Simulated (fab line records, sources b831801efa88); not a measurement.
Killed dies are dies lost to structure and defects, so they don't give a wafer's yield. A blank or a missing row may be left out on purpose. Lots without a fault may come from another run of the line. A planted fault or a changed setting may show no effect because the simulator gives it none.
Problem report in the 8D (eight disciplines) form, filled by code | flow sky130 | the parts of the form that need people (team, actions taken, sign-off) are left out

1. THE PROBLEM
GATE_OXIDE_TW at SKY_GATE_OXIDE_TW_MEAS_14 reads a mean of 360.3 on 9 wafers of 3 lots; wafers without a fault read 222.5 with a standard deviation of 2.3. That is +60 standard deviations from the usual mean.
First seen on wafer L637.3, day 15 17:42, on film_metro-03. The record holds 36 wafers of 12 lots with a number at this step. Rule for "out", or "out of limits": more than 4 standard deviations from the usual mean. The other wafers with a number count as sound.

2. WHAT IT IS AND WHAT IT IS NOT
question                    | is                                          | is not
which readings at this step | GATE_OXIDE_TW                               | -
which lots                  | L637, L639, L640                            | L633, L643, L647, L648, L649, L651, L652, L653, L655
which wafers of those lots  | all that have a number                      | -
read on which gauges        | film_metro-01, film_metro-03, film_metro-04 | -
when                        | from day 15 17:42                           | up to then (3 sound wafers); but 24 sound wafers of L643, L647, L648, L649, L651, L652, L653, L655 came after

3. SUSPECTS, AND WHAT RULES EACH OUT
Counting: a tool at a process step up to the reading stays a suspect if it ran every lot that is out and no sound lot after the first of them.
- the gauge at SKY_GATE_OXIDE_TW_MEAS_14: ruled out. The wafers that are out were read on 3 gauges (film_metro-01, film_metro-03, film_metro-04).
- implanter-02 at SKY_GATE_OXIDE_IMPLANT_11: ruled out as a lasting fault. Sound lots L647, L648, L651, L652, L653, L655 ran on it after its first lot that is out, L637 (day 15 17:23).
Left after counting: nothing in the record.

4. THE CAUSE (what the simulator had put in)
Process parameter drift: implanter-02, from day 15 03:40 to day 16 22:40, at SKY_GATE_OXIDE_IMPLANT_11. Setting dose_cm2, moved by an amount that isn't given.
Counting ruled it out, wrongly: the rule takes a fault to strike every lot that its tool runs from its start on, and this one did not.

5. THE CHAIN OF EFFECTS, in route order
Each row: a reading whose mean over the struck wafers that have a number lies more than 3 standard deviations from the usual. Only readings for which the record gives a usual standard deviation are gone through. hours: the time from each lot's start at the first step in this table that gives one to its start at this step, as a median over the lots. sigmas: the change in usual standard deviations.
hours | step                      | reading            | usual      | on struck wafers | change      | sigmas
0     | SKY_GATE_OXIDE_IMPLANT_11 | dose_ions_cm2      | 2.5997e+12 | 1.3258e+13       | +1.0659e+13 | +99 or more
0     | SKY_GATE_OXIDE_IMPLANT_11 | faraday_current_uA | 14.68      | 75.24            | +60.56      | +99 or more
0     | SKY_GATE_OXIDE_TW_MEAS_14 | GATE_OXIDE_TW      | 222.5      | 360.3            | +137.8      | +60
The process steps in it:
- SKY_GATE_OXIDE_IMPLANT_11

6. WHAT WOULD HAVE CAUGHT IT SOONER
In this record the first reading out of limits at a measuring or inspecting step was taken at day 15 17:42, 14 hours after the fault began at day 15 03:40.
The tool's own readings at SKY_GATE_OXIDE_IMPLANT_11 were out on every struck wafer that the step has a row for (dose_ions_cm2, faraday_current_uA): an alarm limit on them would have fired on the first of those.
